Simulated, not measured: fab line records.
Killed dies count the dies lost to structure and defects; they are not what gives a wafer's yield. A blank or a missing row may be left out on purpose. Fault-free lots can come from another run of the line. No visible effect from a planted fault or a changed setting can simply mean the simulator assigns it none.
2 desks, one fault || flow gf180mcu || each desk has only its own numbers; what lay behind them comes last

== THE TOOL OWNER'S DESK: pvd sputter-01 ==
The tool's own readings at GF_M2_SPUTTER_03 (material Ti, target thk 10 nm, time 6.7 s): means of the sampled wafers that have a number, for each lot that ran on this tool. If a lot's mean is further than 4 standard deviations from the usual mean, the lot is out of limits and carries the mark OUT (the distance appears in the brackets).
Columns: A = throttle valve pct at GF_M2_SPUTTER_03, usual 30.7 %
{"lot": "L538", "first seen here": "day 18 04:21", "A": 30.8}
{"lot": "L540", "first seen here": "day 19 12:10", "A": 30.8}
{"lot": "L541", "first seen here": "day 19 15:17", "A": 30.6}
{"lot": "L543", "first seen here": "day 20 10:41", "A": 30.9}
{"lot": "L549", "first seen here": "day 22 08:13", "A": 30.7}
{"lot": "L554", "first seen here": "day 23 23:37", "A": 30.6}
{"lot": "L560", "first seen here": "day 26 08:22", "A": 31.0}
This desk's verdict: no lot among the 7 shows anything out of limits.

== AT THE METROLOGY DESK ==
Lot by lot, what the gauges showed, no matter which tool ran the lot: averages of those sampled wafers that carry a number. If a lot's mean is further than 4 standard deviations from the usual mean, the lot is out of limits and carries the mark OUT (the distance appears in the brackets).
Columns: A = PASSIVATION_CVD_00_THK at GF_PASSIVATION_THK_MEAS_01, usual 997 nm; B = PASSIVATION_CVD_02_THK at GF_PASSIVATION_THK_MEAS_03, usual 701 nm
{"lot": "L538", "first seen here": "day 28 05:14", "A": 994, "B": 704}
{"lot": "L540", "first seen here": "day 29 05:47", "A": 991, "B": 703}
{"lot": "L541", "first seen here": "day 29 09:17", "A": 1013, "B": 701}
{"lot": "L542", "first seen here": "day 29 17:39", "A": 999, "B": 704}
{"lot": "L543", "first seen here": "day 29 22:24", "A": 992, "B": 712}
{"lot": "L544", "first seen here": "day 30 06:49", "A": 994, "B": 699}
{"lot": "L545", "first seen here": "day 30 11:14", "A": 984, "B": 701}
{"lot": "L546", "first seen here": "day 30 13:46", "A": 994, "B": 710}
{"lot": "L547", "first seen here": "day 31 03:49", "A": 1006, "B": 698}
{"lot": "L549", "first seen here": "day 31 10:22", "A": 992, "B": 692}
{"lot": "L554", "first seen here": "day 32 15:26", "A": 999, "B": 700}
{"lot": "L559", "first seen here": "day 34 01:34", "A": 998, "B": 696}
{"lot": "L560", "first seen here": "day 34 11:40", "A": 1000, "B": 702}
This desk's verdict: no lot among the 13 shows anything out of limits.

== BROUGHT TOGETHER ==
Nothing out of limits was seen by the tool owner's desk.
From the metrology desk's view, nothing was out of limits.

== WHAT HAD BEEN PUT IN BY THE SIMULATOR ==
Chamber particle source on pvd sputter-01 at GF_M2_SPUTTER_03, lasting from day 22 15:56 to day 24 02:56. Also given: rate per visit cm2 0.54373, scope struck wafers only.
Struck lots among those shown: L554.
